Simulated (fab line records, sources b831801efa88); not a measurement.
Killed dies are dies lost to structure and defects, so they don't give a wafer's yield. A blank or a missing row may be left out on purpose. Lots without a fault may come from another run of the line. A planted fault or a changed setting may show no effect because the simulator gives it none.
fab line records | flow gf180mcu
record lots=14 wafers=42 last_day=34
route steps=602 shown V3@434 M4@472 V4@477
lots that met no fault: from a run of the same line without faults
start_h: hours from the record's first day to the start of the lot's first wafer shown | wait_h: hours since the lot's step before | " the same as in the row above | L1.1+2: a row that stands for several wafers | - no value, or no start given | * or withheld: withheld | < > ~ a bound
route shown NAME@n: a module of which the file shows steps, and the number in the route of the first | usual: mean/standard deviation of fault-free wafers | same: alike in all rows | chamber/n: place in a boat | sites: the reading at each site | _std_site: their standard deviation | _edge_site: outer sites' mean less inner sites' | radius_mm: how far each site lies from the wafer's centre | mask NAME#n: copy n | behind: the tool/chamber that last shaped the wafer | hold: why the lot was held/for how many hours/how that ended | device: the transistor (n, p or np) that didn't switch | end of line: the same wafers' tests at the end of the route | a step without rows: its recipe alone | killed: dies lost to structure and defects at the first sort, not the wafer's yield | map: a wafer's dies, x killed, . not, _ none there
set.NAME: the setting as run; set.NAME@STEP: as run at that earlier step | model.NAME: the simulator's own value behind a step, which no gauge read
steps of the route over a sample of lots; a table a step, a row a wafer
services: from which hour (start_h, from the record's first day; less than 0 if before it) a tool's chamber was out of use, for how many hours, and why
## steps
# step GF_V3_BOW_MEAS_05
# recipe mode=bow
# usual V3_BOW=117/7.9
# columns lot.wafer tool chamber start_h wait_h V3_BOW[um]
L876.3 film_metro-03 - 493.10 0.2 121
L876.5 " - " " 119
L876.6 " - " " 132
L877.2 film_metro-03 - 501.36 0.2 109
L877.5 " - " " 113
L877.6 " - " " 112
L878.2 film_metro-04 - 503.83 0.1 127
L878.3 " - " " 120
L878.6 " - " " 108
L883.1 film_metro-03 - 554.05 0.2 115
L883.2 " - " " 119
L883.3 " - " " 111
L886.1 film_metro-03 - 583.29 0.2 114
L886.3 " - " " 121
L886.5 " - " " 107
L888.1 film_metro-03 - 587.02 0.2 112
L888.4 " - " " 124
L888.5 " - " " 122
L889.1 film_metro-02 - 590.93 0.2 122
L889.3 " - " " 127
L889.4 " - " " 128
L890.3 film_metro-04 - 608.01 0.1 113
L890.4 " - " " 116
L890.6 " - " " 118
L892.1 film_metro-03 - 623.14 0.2 123
L892.4 " - " " 122
L892.6 " - " " 105
L891.1 film_metro-02 - 625.83 0.2 137
L891.3 " - " " 134
L891.5 " - " " 120
L893.3 film_metro-03 - 639.95 0.2 115
L893.4 " - " " 118
L893.6 " - " " 110
L895.1 film_metro-02 - 641.57 0.2 113
L895.2 " - " " 114
L895.5 " - " " 115
L898.1 film_metro-03 - 666.84 0.2 93
L898.2 " - " " 102
L898.6 " - " " 97
L897.1 film_metro-04 - 667.03 0.2 128
L897.3 " - " " 126
L897.4 " - " " 113
# step GF_M4_METAL_ETCH_16
# recipe chemistry=Cl2/BCl3 mask_material=KrF target_depth_nm=750.8 stop_on=SiO2 pressure_mtorr=8 icp_w=800 bias_w=140 Cl2_flow_sccm=80 bcl3_flow_sccm=40 time_s=125.1
# usual drypump_motor_current_A=6.0/0.43 mfc_cl2_sccm=80.03/0.21 oes_product_au=0.992/0.0055 throttle_valve_pct=28.229/0.009
# columns lot.wafer tool chamber start_h wait_h drypump_motor_current_A mfc_cl2_sccm oes_product_au rf_hours_counter_h throttle_valve_pct
L876.3 rie_metal-01 1 541.62 0.1 6.5 79.82 0.998 - 28.229
L876.5 " 1 " " 6.5 79.82 0.992 - 28.224
L876.6 " 1 " " 6.6 79.81 0.991 - 28.234
L877.2 rie_metal-02 1 548.96 0.0 6.0 80.28 0.991 11 28.226
L877.5 " 0 " " 5.9 79.68 0.984 - 28.235
L877.6 " 1 " " 6.0 80.03 0.994 - 28.230
L878.2 rie_metal-01 1 550.98 0.1 6.6 79.72 0.992 - 28.227
L878.3 " 1 " " 6.6 79.79 0.990 - 28.225
L878.6 " 1 " " 6.6 79.98 0.997 - 28.217
L883.1 rie_metal-02 0 599.16 0.0 6.0 79.86 0.995 13 28.235
L883.2 " 1 " " 6.0 79.90 0.998 12 28.230
L883.3 " 1 " " 6.0 80.08 0.995 - 28.219
L886.1 rie_metal-01 1 627.06 0.0 6.6 80.42 0.994 10 28.227
L886.3 " 0 " " 5.9 80.22 0.987 - 28.229
L886.5 " 1 " " 6.5 80.13 0.989 - 28.230
L888.1 rie_metal-02 1 630.61 0.0 6.1 80.33 1.000 14 28.232
L888.4 " 1 " " 6.0 80.10 0.991 - 28.226
L888.5 " 0 " " 5.9 79.91 0.848 - 28.398
L889.1 rie_metal-02 0 632.76 0.0 6.0 80.18 0.857 14 28.385
L889.3 " 1 " " 6.0 80.18 0.992 - 28.241
L889.4 " 0 " " 6.0 79.89 0.844 - 28.383
L890.3 rie_metal-01 0 649.80 0.1 5.9 79.85 0.995 - 28.222
L890.4 " 1 " " 6.6 79.43 0.999 - 28.226
L890.6 " 1 " " 6.6 80.00 0.997 - 28.224
L892.1 rie_metal-01 0 664.68 0.0 5.9 80.14 0.999 3 28.232
L892.4 " 1 " " 6.6 80.13 0.988 - 28.238
L892.6 " 1 " " 6.5 80.23 1.001 - 28.228
L891.1 rie_metal-04 1 666.38 0.0 5.5 79.80 0.977 10 28.231
L891.3 " 0 " " 5.2 79.77 0.993 - 28.232
L891.5 " 0 " " 5.2 79.92 0.994 - 28.221
L893.3 rie_metal-01 0 680.78 0.1 5.9 79.94 0.986 - 28.220
L893.4 " 1 " " 6.5 79.99 0.996 - 28.248
L893.6 " 1 " " 6.5 80.00 0.991 - 28.223
L895.1 rie_metal-01 0 682.64 0.0 5.9 80.05 0.992 4 28.224
L895.2 " 1 " " 6.6 79.79 0.988 12 28.226
L895.5 " 0 " " 5.9 80.08 0.995 - 28.219
L898.1 rie_metal-01 1 706.31 0.0 6.6 80.13 0.996 14 28.235
L898.2 " 0 " " 5.9 80.19 1.001 5 28.224
L898.6 " 0 " " 5.9 80.27 0.995 - 28.225
L897.1 rie_metal-04 0 706.98 0.0 5.2 79.83 1.001 6 28.204
L897.3 " 1 " " 5.5 79.51 0.996 - 28.217
L897.4 " 0 " " 5.2 80.23 0.998 - 28.222
# step GF_M4_STRIP_17
# recipe chemistry=O2/N2 power_w=1400 pressure_mtorr=1500 platen_temp_c=250 o2_flow_sccm=3000 n2_flow_sccm=300 overash_fraction=0.5
# usual drypump_motor_current_A=5.7/0.34 heater_power_w=340/20 n2_flow_sccm=300.2/0.96 oes_product_au=0.537/0.0052 platen_temp_c=250.01/0.18 strip_time_to_endpoint_s=7.37/0.049
# columns lot.wafer tool chamber start_h wait_h drypump_motor_current_A heater_power_w n2_flow_sccm oes_product_au platen_temp_c rf_hours_counter_h strip_time_to_endpoint_s
L876.3 plasma_asher-03 1 541.83 0.2 5.3 349 299.7 0.527 250.17 - 7.32
L876.5 " 1 " " 5.3 339 299.1 0.537 250.01 - 7.37
L876.6 " 0 " " 6.0 374 298.6 0.534 249.98 - 7.37
L877.2 plasma_asher-03 0 549.09 0.1 6.0 368 300.2 0.538 249.95 43 7.31
L877.5 " 1 " " 5.3 335 301.6 0.538 249.99 - 7.41
L877.6 " 0 " " 6.0 365 299.4 0.534 249.87 - 7.33
L878.2 plasma_asher-04 0 551.20 0.2 5.8 307 301.3 0.537 249.83 13 7.36
L878.3 " 0 " " 5.8 310 300.5 0.531 250.02 - 7.36
L878.6 " 1 " " 5.1 333 301.0 0.539 249.78 - 7.34
L883.1 plasma_asher-04 1 599.29 0.1 5.1 327 300.9 0.536 250.27 18 7.45
L883.2 " 0 " " 5.8 308 301.5 0.528 249.84 18 7.36
L883.3 " 0 " " 5.8 311 301.8 0.530 250.05 - 7.37
L886.1 plasma_asher-01 1 627.19 0.1 5.6 356 299.7 0.547 249.88 97 7.40
L886.3 " 0 " " 6.1 334 299.6 0.543 250.28 - 7.40
L886.5 " 0 " " 6.1 332 300.6 0.531 250.16 - 7.38
L888.1 plasma_asher-01 0 630.74 0.1 6.1 332 301.1 0.533 249.74 98 7.33
L888.4 " 1 " " 5.6 362 300.6 0.533 250.09 - 7.33
L888.5 " 0 " " 6.1 326 301.4 0.570 249.81 - 8.11
L889.1 plasma_asher-03 1 632.89 0.1 5.3 339 299.4 0.571 249.88 51 8.05
L889.3 " 0 " " 6.0 365 299.2 0.535 249.90 - 7.31
L889.4 " 1 " " 5.3 340 298.8 0.570 250.13 - 8.08
L890.3 plasma_asher-03 1 649.92 0.1 5.3 333 300.7 0.537 249.90 - 7.34
L890.4 " 0 " " 6.0 363 299.2 0.523 250.27 - 7.32
L890.6 " 0 " " 6.0 373 299.0 0.537 249.81 - 7.29
L892.1 plasma_asher-01 1 664.81 0.1 5.6 344 299.6 0.532 250.04 101 7.33
L892.4 " 0 " " 6.1 327 301.6 0.539 249.98 - 7.38
L892.6 " 1 " " 5.6 341 299.7 0.537 250.10 - 7.31
L891.1 plasma_asher-01 0 666.51 0.1 6.1 323 300.7 0.536 249.70 101 7.38
L891.3 " 1 " " 5.6 367 299.7 0.530 250.14 - 7.35
L891.5 " 0 " " 6.1 326 298.5 0.535 249.86 - 7.33
L893.3 plasma_asher-01 0 680.90 0.1 6.1 336 300.6 0.538 249.81 - 7.36
L893.4 " 1 " " 5.6 355 299.6 0.537 250.06 - 7.38
L893.6 " 0 " " 6.1 333 301.7 0.536 250.17 - 7.36
L895.1 plasma_asher-01 0 682.77 0.1 6.1 327 301.0 0.542 249.86 103 7.38
L895.2 " 1 " " 5.6 354 298.4 0.532 250.00 103 7.38
L895.5 " 0 " " 6.1 333 300.6 0.541 250.20 - 7.43
L898.1 plasma_asher-04 1 706.44 0.1 5.1 348 300.6 0.541 250.20 29 7.41
L898.2 " 0 " " 5.8 298 299.6 0.531 249.78 29 7.40
L898.6 " 0 " " 5.8 308 298.9 0.538 249.86 - 7.35
L897.1 plasma_asher-04 1 707.11 0.1 5.2 334 300.2 0.532 249.82 29 7.25
L897.3 " 1 " " 5.2 340 300.9 0.539 249.94 - 7.36
L897.4 " 0 " " 5.8 313 300.1 0.529 250.11 - 7.29
# step GF_V4_THK_MEAS_01
# recipe reads=SiO2_of_V4_CVD_00
# usual V4_CVD_00_THK=596/6.7
# columns lot.wafer tool chamber start_h wait_h V4_CVD_00_THK[nm]
L876.3 film_metro-01 - 542.42 0.1 594
L876.5 " - " " 597
L876.6 " - " " 603
L877.2 film_metro-01 - 549.71 0.0 590
L877.5 " - " " 586
L877.6 " - " " 596
L878.2 film_metro-01 - 551.85 0.0 593
L878.3 " - " " 592
L878.6 " - " " 596
L883.1 film_metro-03 - 599.95 0.0 611
L883.2 " - " " 596
L883.3 " - " " 601
L886.1 film_metro-01 - 627.79 0.0 573
L886.3 " - " " 604
L886.5 " - " " 588
L888.1 film_metro-03 - 631.35 0.0 599
L888.4 " - " " 591
L889.3 film_metro-03 - 633.51 0.1 606
L890.3 film_metro-01 - 650.54 0.1 603
L890.4 " - " " 597
L890.6 " - " " 602
L892.1 film_metro-02 - 665.42 0.0 587
L892.4 " - " " 590
L892.6 " - " " 596
L891.1 film_metro-02 - 667.12 0.0 592
L891.3 " - " " 595
L891.5 " - " " 597
L893.3 film_metro-03 - 681.52 0.1 591
L893.4 " - " " 590
L893.6 " - " " 593
L895.1 film_metro-02 - 683.41 0.0 596
L895.2 " - " " 602
L895.5 " - " " 597
L898.1 film_metro-02 - 707.04 0.0 592
L898.2 " - " " 602
L898.6 " - " " 599
L897.1 film_metro-01 - 707.71 0.0 598
L897.3 " - " " 603
L897.4 " - " " 600
# step GF_V4_BOW_MEAS_05
# recipe mode=bow
# usual V4_BOW=135/9.2
# columns lot.wafer tool chamber start_h wait_h V4_BOW[um]
L876.3 film_metro-02 - 542.93 0.2 133
L876.5 " - " " 131
L876.6 " - " " 144
L877.2 film_metro-03 - 550.21 0.3 120
L877.5 " - " " 125
L877.6 " - " " 126
L878.2 film_metro-02 - 552.45 0.3 141
L878.3 " - " " 134
L878.6 " - " " 122
L883.1 film_metro-03 - 600.44 0.2 134
L883.2 " - " " 138
L883.3 " - " " 131
L886.1 film_metro-02 - 628.28 0.2 128
L886.3 " - " " 137
L886.5 " - " " 122
L888.1 film_metro-03 - 631.88 0.2 132
L888.4 " - " " 146
L889.3 film_metro-01 - 634.06 0.2 145
L890.3 film_metro-01 - 651.16 0.1 128
L890.4 " - " " 129
L890.6 " - " " 133
L892.1 film_metro-01 - 665.90 0.2 137
L892.4 " - " " 137
L892.6 " - " " 122
L891.1 film_metro-02 - 667.60 0.1 156
L891.3 " - " " 155
L891.5 " - " " 138
L893.3 film_metro-03 - 682.03 0.2 137
L893.4 " - " " 140
L893.6 " - " " 134
L895.1 film_metro-03 - 683.90 0.1 134
L895.2 " - " " 135
L895.5 " - " " 136
L898.1 film_metro-02 - 707.53 0.2 106
L898.2 " - " " 115
L898.6 " - " " 111
L897.1 film_metro-03 - 708.20 0.1 147
L897.3 " - " " 145
L897.4 " - " " 130
## services
# columns tool chamber start_h hours kind
rie_metal-01 0 538.90 - clean
rie_metal-01 0 538.90 19.4 scheduled_down
rie_metal-01 0 538.90 19.4 vent_cycle
plasma_asher-03 - 569.47 8.8 repair
plasma_asher-04 - 581.03 4.9 repair
rie_metal-01 - 606.55 14.6 pm
rie_metal-02 0 634.10 21.4 repair
plasma_asher-03 - 634.90 6.2 pm
rie_metal-04 - 638.12 28.1 pm
rie_metal-02 1 655.52 - clean
rie_metal-02 1 655.52 25.6 scheduled_down
rie_metal-02 1 655.52 25.6 vent_cycle
rie_metal-02 0 681.16 - clean
rie_metal-02 0 681.16 25.2 scheduled_down
rie_metal-02 0 681.16 25.2 vent_cycle
rie_metal-02 - 682.69 0.7 repair
## key
first_sign step=GF_M4_METAL_ETCH_16 reading=oes_product_au direction=down sigmas=26 usual=0.992 struck=0.850
effect step=GF_M4_METAL_ETCH_16 reading=throttle_valve_pct direction=up sigmas=18 usual=28.229 struck=28.389
effect step=GF_M4_STRIP_17 reading=strip_time_to_endpoint_s direction=up sigmas=14 usual=* struck=*
met_at GF_M4_METAL_ETCH_16
struck_lots L888,L889
struck_wafers L888.5,L889.1,L889.4
later_rows_left_out L888.5,L889.1,L889.4
sort_left_out L888.5,L889.1,L889.4
not_acting_at GF_V3_BOW_MEAS_05,GF_V4_THK_MEAS_01,GF_V4_BOW_MEAS_05
onset_between 599.16 630.61
fault kind=process_parameter_drift tool=rie_metal-02 chamber=0 onset_h=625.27 steps=GF_M4_METAL_ETCH_16 channel=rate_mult offset=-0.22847 shape=step end_h=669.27
# sort_left_out: the simulated sort isn't trusted on such a fault, so these wafers' sort isn't shown, and their yield isn't known
# later_rows_left_out: the simulator's readings of these wafers behind a module that went badly wrong aren't trusted and aren't shown, but for the sort
